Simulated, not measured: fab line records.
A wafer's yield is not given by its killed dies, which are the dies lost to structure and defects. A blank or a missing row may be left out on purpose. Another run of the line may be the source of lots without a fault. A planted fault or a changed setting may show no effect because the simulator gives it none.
The tool behind it: which one? | flow gf180mcu | 14 lots, 42 wafers sampled, at 4 steps of a route of 602

== WHAT THE GAUGES SHOWED, per wafer ==
GF_V5_THK_MEAS_01.
lot  | measured     | on            | V5_CVD_00_THK (nm)
L341 | day 26 05:58 | film-metro-03 | 296 297 300
L342 | day 26 15:07 | film-metro-02 | 298 301 295
L343 | day 27 05:34 | film-metro-04 | 301 296 299
L344 | day 27 08:18 | film-metro-02 | 299 302 298
L345 | day 27 22:32 | film-metro-02 | 297 291 308
L348 | day 28 18:47 | film-metro-04 | 309 293 300
L349 | day 28 21:18 | film-metro-02 | 302 289 290
L351 | day 29 14:50 | film-metro-04 | 302 305 300
L353 | day 30 07:50 | film-metro-04 | 299 298 300
L356 | day 30 22:53 | film-metro-04 | 293 300 292
L357 | day 31 06:43 | film-metro-02 | 303 301 297
L362 | day 32 10:42 | film-metro-04 | 301 300 299
L363 | day 32 11:56 | film-metro-03 | 299 306 303
L364 | day 32 22:27 | film-metro-04 | 294 298 301

GF_V5_CD_MEAS_14 targets a cd of 260 nm.
lot  | measured     | on        | cd-nm (nm)
L341 | day 27 03:22 | cd-sem-02 | 260.9 260.4 260.3
L342 | day 27 11:47 | cd-sem-01 | 260.3 259.4 259.6
L343 | day 28 01:57 | cd-sem-02 | 262.4 260.6 260.0
L344 | day 28 04:36 | cd-sem-02 | 259.9 260.0 260.1
L345 | day 28 18:10 | cd-sem-01 | 259.7 258.1 258.6
L348 | day 29 14:22 | cd-sem-02 | 259.4 258.7 258.6
L349 | day 29 16:36 | cd-sem-02 | 262.0 261.4 262.4
L351 | day 30 09:05 | cd-sem-02 | 258.7 259.3 259.3
L353 | day 31 02:48 | cd-sem-02 | 261.8 262.5 261.9
L356 | day 31 17:25 | cd-sem-02 | 260.1 259.3 258.9
L357 | day 32 00:29 | cd-sem-02 | 257.9 257.7 258.0
L362 | day 33 03:50 | cd-sem-01 | 258.7 259.7 259.3
L363 | day 33 04:50 | cd-sem-01 | 261.3 261.4 260.6
L364 | day 33 14:13 | cd-sem-01 | 257.9 258.6 258.3

GF_V5_OVL_MEAS_15.
lot  | measured     | on         | V5_OVL (nm)
L341 | day 27 03:28 | overlay-01 | 11 8 6
L342 | day 27 11:53 | overlay-02 | -3 0 0
L343 | day 28 02:03 | overlay-01 | 7 6 8
L344 | day 28 04:43 | overlay-02 | 7 12 8
L345 | day 28 18:14 | overlay-01 | 5 8 1
L348 | day 29 14:28 | overlay-01 | -3 -2 4
L349 | day 29 16:43 | overlay-02 | 8 2 2
L351 | day 30 09:11 | overlay-02 | 5 5 4
L353 | day 31 02:55 | overlay-02 | -1 -1 -8
L356 | day 31 17:31 | overlay-02 | 7 5 -1
L357 | day 32 00:37 | overlay-01 | 6 1 6
L362 | day 33 03:58 | overlay-02 | 0 8 3
L363 | day 33 04:58 | overlay-02 | 7 5 9
L364 | day 33 14:19 | overlay-01 | -5 7 -4

== EACH LOT AND THE TOOL THAT RAN IT (in order: tool; ch and the chambers of the sampled wafers; start) ==
lot  | GF_V3_CVD_00
L341 | hdpcvd-01 ch 0,2, day 21 07:27
L342 | hdpcvd-01 ch 0,1,2, day 21 18:24
L343 | hdpcvd-01 ch 1,2, day 22 08:47
L344 | hdpcvd-01 ch 0,2, day 22 12:20
L345 | hdpcvd-01 ch 0,1,2, day 23 03:59
L348 | hdpcvd-01 ch 1,2, day 24 04:30
L349 | hdpcvd-02 ch 0,2, day 24 08:04
L351 | hdpcvd-02 ch 0,1,2, day 25 02:30
L353 | hdpcvd-01 ch 0,1,2, day 25 22:47
L356 | hdpcvd-01 ch 0,1,2, day 26 15:40
L357 | hdpcvd-01 ch 0,1,2, day 27 00:16
L362 | hdpcvd-01 ch 0,1,2, day 28 08:42
L363 | hdpcvd-02 ch 0,1,2, day 28 11:29
L364 | hdpcvd-01 ch 0,2, day 28 22:03
- GF_V3_CVD_00: deposits SiO2, target thk 600 nm, time 100 s.

== WHAT THE TOOLS THEMSELVES READ (means of the sampled wafers that have a number; where no wafer has one, the mark that the record gives instead) ==
The record holds no such reading with a usual standard deviation.

== THE ANSWER, worked out from the rows above alone ==
Rule: usual is defined by the lots themselves. Put in order of their means at a reading, lots are off if they are a third of the lots or fewer, leave a main group of 4 or more, and stand apart from it by a gap of 3 or more times the standard deviation of the main group's means; of several such gaps the widest counts. A main group whose means are all the same, to the digits that the tables above print for the reading, isn't used. A lot without any number at a reading at which 4 lots or more have one is off too. All remaining lots with rows at the step are treated as sound. The gauges are gone through in route order, then the tools' own readings, and for those a lot's mean is taken as printed above. The first step at which some lot is off is used, and at that step the reading that is off furthest; a lot without a number counts as furthest.
No lot is off at any reading shown: from this, nothing can be told.

== WHAT THE SIMULATOR HAD PUT IN ==
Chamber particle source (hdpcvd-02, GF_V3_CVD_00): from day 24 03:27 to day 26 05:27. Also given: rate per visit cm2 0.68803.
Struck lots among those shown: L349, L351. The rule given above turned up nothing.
